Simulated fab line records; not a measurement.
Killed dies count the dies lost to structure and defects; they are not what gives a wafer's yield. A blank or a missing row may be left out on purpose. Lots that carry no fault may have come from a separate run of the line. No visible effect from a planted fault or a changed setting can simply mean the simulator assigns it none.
8D (eight disciplines) problem report, filled in by code    flow gf180mcu    the parts of the form that need people (team, actions taken, sign-off) are left out

## 1. WHAT IS WRONG
Wafers without a fault read 6500.1 W, standard deviation 1.1; cathode dc power W at GF_M2_SPUTTER_01 reads a mean of 5810.5 W on 6 wafers belonging to 2 lots. That is -99 or more standard deviations from the usual mean.
The step: material TiN, target thk 30 nm, time 25 s.
Earliest sighting: wafer L778.4 on pvd sputter-02 at day 25 06:32. Wafers with a number at this step in the record: 36, from 12 lots. Rule for "out" (also "out of limits"): further than 4 standard deviations from the usual mean. The other wafers with a number count as sound.

## 2. WHAT IT IS; WHAT IT IS NOT
question                     is                      is not
which readings at this step  cathode dc power W      chamber pressure pa
which lots                   L778, L779              L758, L759, L760, L761, L762, L763, L766, L769, L770, L780
which wafers of those lots   all that have a number  -
read on which tools          pvd sputter-02          pvd sputter-01, pvd sputter-03
when                         from day 25 06:32       up to then (27 sound wafers); but 3 sound wafers of L780 came after

## 3. WHAT RULES OUT EACH SUSPECT
Counting: a tool at any process step up to the reading remains a suspect when it ran all the lots that are out and ran no sound lot after the first of those.
- rie diel-04 at GF_V1_ETCH_16 (etches BARC in N2/H2): ruled out as a lasting fault. Sound lots L780 ran on it after its first lot that is out, L778 (day 25 05:05).
- rie diel-04 at GF_V1_ETCH_17 (etches SiO2 in C4F8/O2/Ar, stops on TiN, target depth 630 nm): ruled out as a lasting fault. Sound lots L780 ran on it after its first lot that is out, L778 (day 25 05:53). With no start given for some of its lots, GF_V1_ETCH_17 uses the hours and lot order of GF_V1_CVD_23.
- cvd w-02 at GF_V1_CVD_23 (deposits W, target thk 350 nm, time 105.05 s): ruled out as a lasting fault. Sound lots L780 ran on it after its first lot that is out, L778 (day 25 05:53).
- pvd sputter-02 at GF_M2_SPUTTER_01 (material TiN, target thk 30 nm, time 25 s): kept. It processed each lot that is out, first L778 at day 25 06:32, and no sound lot thereafter; up to then, the last sound lot it processed was L769 at day 22 12:31. On those wafers its own readings are out: cathode dc power W.
Left after counting: pvd sputter-02 at GF_M2_SPUTTER_01.

## 4. THE CAUSE (what the simulator had put in)
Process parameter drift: pvd sputter-02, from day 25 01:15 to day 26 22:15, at GF_M2_SPUTTER_01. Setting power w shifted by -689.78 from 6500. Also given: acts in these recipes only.
This tool alone remained once counting was done.

## 5. SEQUENCE OF EFFECTS, ordered by route
Each row: a reading whose mean over the struck wafers that have a number lies more than 3 standard deviations from the usual. Readings are gone through only where the record gives a usual standard deviation; hours: the median, over the lots, of the time from a lot's start at the first step in this table giving one to that lot's start at this step; sigmas: the change measured in usual standard deviations.
hours  step              reading             usual     on struck wafers  change  sigmas
0      GF_M2_SPUTTER_01  cathode dc power W  6500.1 W  5810.5            -689.6  -99 or more
It contains these process steps:
- GF_M2_SPUTTER_01: material TiN, target thk 30 nm, time 25 s.

## 6. HOW IT WOULD HAVE BEEN CAUGHT EARLIER
In this record no reading fell out of limits until day 25 06:32, 5 hours after the fault had begun at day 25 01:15.
